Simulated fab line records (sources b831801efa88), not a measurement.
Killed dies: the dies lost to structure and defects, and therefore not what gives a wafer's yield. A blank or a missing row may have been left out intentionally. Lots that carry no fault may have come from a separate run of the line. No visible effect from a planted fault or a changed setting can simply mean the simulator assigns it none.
Chamber matching || flow gf180mcu || GF_V3_CMP_26 on cmp-01 has 4 sister chambers
The step polishes, stops on SiO2, t overpolish 15 s, target thk 0 nm. 8 wafers are shown with their chamber, then 6 later ones without.

== EACH WAFER AND ITS CHAMBER ==
{"wafer": "L952.3", "chamber": 0, "motor current A (A)": 12.1, "edge zone pressure frac": 0.999}
{"wafer": "L958.4", "chamber": 0, "motor current A (A)": 12.0, "edge zone pressure frac": 0.998}
{"wafer": "L961.6", "chamber": 1, "motor current A (A)": 11.3, "edge zone pressure frac": 1.010}
{"wafer": "L962.2", "chamber": 2, "motor current A (A)": 11.6, "edge zone pressure frac": 1.001}
{"wafer": "L962.4", "chamber": 3, "motor current A (A)": 10.0, "edge zone pressure frac": 1.016}
{"wafer": "L965.2", "chamber": 3, "motor current A (A)": 10.4, "edge zone pressure frac": 1.001}
{"wafer": "L965.3", "chamber": 1, "motor current A (A)": 10.3, "edge zone pressure frac": 1.006}
{"wafer": "L965.6", "chamber": 2, "motor current A (A)": 11.1, "edge zone pressure frac": 1.008}

== WAFERS WITHOUT THEIR CHAMBER ==
{"wafer": "L966.2", "motor current A (A)": 10.3, "edge zone pressure frac": 0.995}
{"wafer": "L966.3", "motor current A (A)": 11.2, "edge zone pressure frac": 1.010}
{"wafer": "L966.6", "motor current A (A)": 12.1, "edge zone pressure frac": 1.003}
{"wafer": "L967.1", "motor current A (A)": 12.1, "edge zone pressure frac": 1.000}
{"wafer": "L967.3", "motor current A (A)": 10.6, "edge zone pressure frac": 1.005}
{"wafer": "L967.4", "motor current A (A)": 11.2, "edge zone pressure frac": 1.000}

== WHICH CHAMBER EACH ONE RAN IN ==
{"wafer": "L966.2", "from the rows above": "can't be placed: 3 or 1 or 2 or 0", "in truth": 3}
{"wafer": "L966.3", "from the rows above": "can't be placed: 2 or 1 or 3 or 0", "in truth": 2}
{"wafer": "L966.6", "from the rows above": "can't be placed: 0 or 2", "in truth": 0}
{"wafer": "L967.1", "from the rows above": "can't be placed: 0 or 2", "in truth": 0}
{"wafer": "L967.3", "from the rows above": "can't be placed: 1 or 3 or 2", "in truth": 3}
{"wafer": "L967.4", "from the rows above": "can't be placed: 2 or 1 or 0 or 3", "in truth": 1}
Correctly placed: 0 of 6. Can't be placed from these rows: 6 (the true chamber is among the candidates in 6). Wrongly placed: 0.
How it was worked out, from the rows above alone: a wafer's distance from a chamber is the root of the sum, over the readings, of the square of ((its reading less the chamber's mean) divided by the reading's scatter). If the next closest chamber is less than 2 further off than the closest, the wafer can't be placed; otherwise it belongs to the closest. A chamber's mean is the mean of its shown wafers. The scatter is the square root of a quotient: the sum, over the shown wafers, of each reading's squared deviation from its chamber's mean, divided by wafers minus chambers.
